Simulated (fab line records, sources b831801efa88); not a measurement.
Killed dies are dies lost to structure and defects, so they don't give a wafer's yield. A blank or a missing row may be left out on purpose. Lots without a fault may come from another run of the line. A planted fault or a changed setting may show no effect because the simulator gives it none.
A struck lot beside a sound one | flow gf180mcu | 14 steps out of a route of 602
Sound: wafers L669.2, L669.4, L669.6. Struck: wafers L688.3, L688.5, L688.6. The cause comes at the end.
At each step with rows: each side's tool, then ch and its chambers, then its first start. Under that, the readings that differ: sound wafers | struck wafers | difference of the means | sigmas: that difference in standard deviations of wafers without a fault.
alike: readings whose means differ by less than 2 such deviations, and words and numbers that are the same on both sides. not compared: withheld readings, readings that some wafer has no value for, bounds like >300 that may hide the same value, and numbers for which the record gives no deviation and whose values overlap.
The two part at a step that has a row with sigmas, a row that says differs or no value, or rows on one side only. Numbers that don't overlap but have no deviation are shown without sigmas and don't part them. A reading that every wafer of one side lacks parts them only if that side has two wafers or more.

first, 3 steps without rows for these wafers: GF_MVPSD_EXPOSE_04 (exposes mask MVPSD, target cd 1000 nm); GF_MVPSD_PEB_05; GF_MVPSD_DEVELOP_06 (develop time 60 s).
GF_MVPSD_OVL_MEAS_07:
  sound on overlay-02, day 6 00:10; struck on overlay-01, day 11 01:07
  alike: MVPSD_OVL
then, 2 steps without rows for these wafers: GF_MVPSD_IMPLANT_08; GF_MVPSD_IMPLANT_09.
GF_MVPSD_STRIP_10: strips in O2/N2.
  sound on plasma_asher-02 ch 0,1, day 6 00:30; struck on plasma_asher-01 ch 0,1, day 11 01:29
  alike: drypump_motor_current_A, heater_power_w, oes_product_au, strip_time_to_endpoint_s
  not compared: rf_hours_counter_h
GF_MVPSD_TW_MEAS_11:
  sound on film_metro-01, day 6 00:37; struck on film_metro-01, day 11 01:34
  alike: MVPSD_TW
then, 4 steps without rows for these wafers: GF_VT_IMPLANT_DEHYDRATE_00 (time 60 s); GF_VT_IMPLANT_HMDS_01 (prime time 60 s); GF_VT_IMPLANT_COAT_02 (resist thk 1000 nm); GF_VT_IMPLANT_SOFTBAKE_03 (time 60 s).
GF_VT_IMPLANT_EXPOSE_04: exposes mask LVPWELL LV AREA, target cd 600 nm.
  sound on iline_stepper-02 ch 0, day 6 08:04; struck on iline_stepper-01, day 11 10:58
  no value came back on the struck wafers for exposure_dose_mJ_cm2, focus_offset_nm (nm), reticle_temp_C (C); on the sound wafers exposure_dose_mJ_cm2 reads 140.05 139.84 139.98
  alike: mask
then, 1 step without rows for these wafers: GF_VT_IMPLANT_PEB_05.

WHERE THEY PART
Only at GF_VT_IMPLANT_EXPOSE_04, within this record.

WHY: what the simulator had put in
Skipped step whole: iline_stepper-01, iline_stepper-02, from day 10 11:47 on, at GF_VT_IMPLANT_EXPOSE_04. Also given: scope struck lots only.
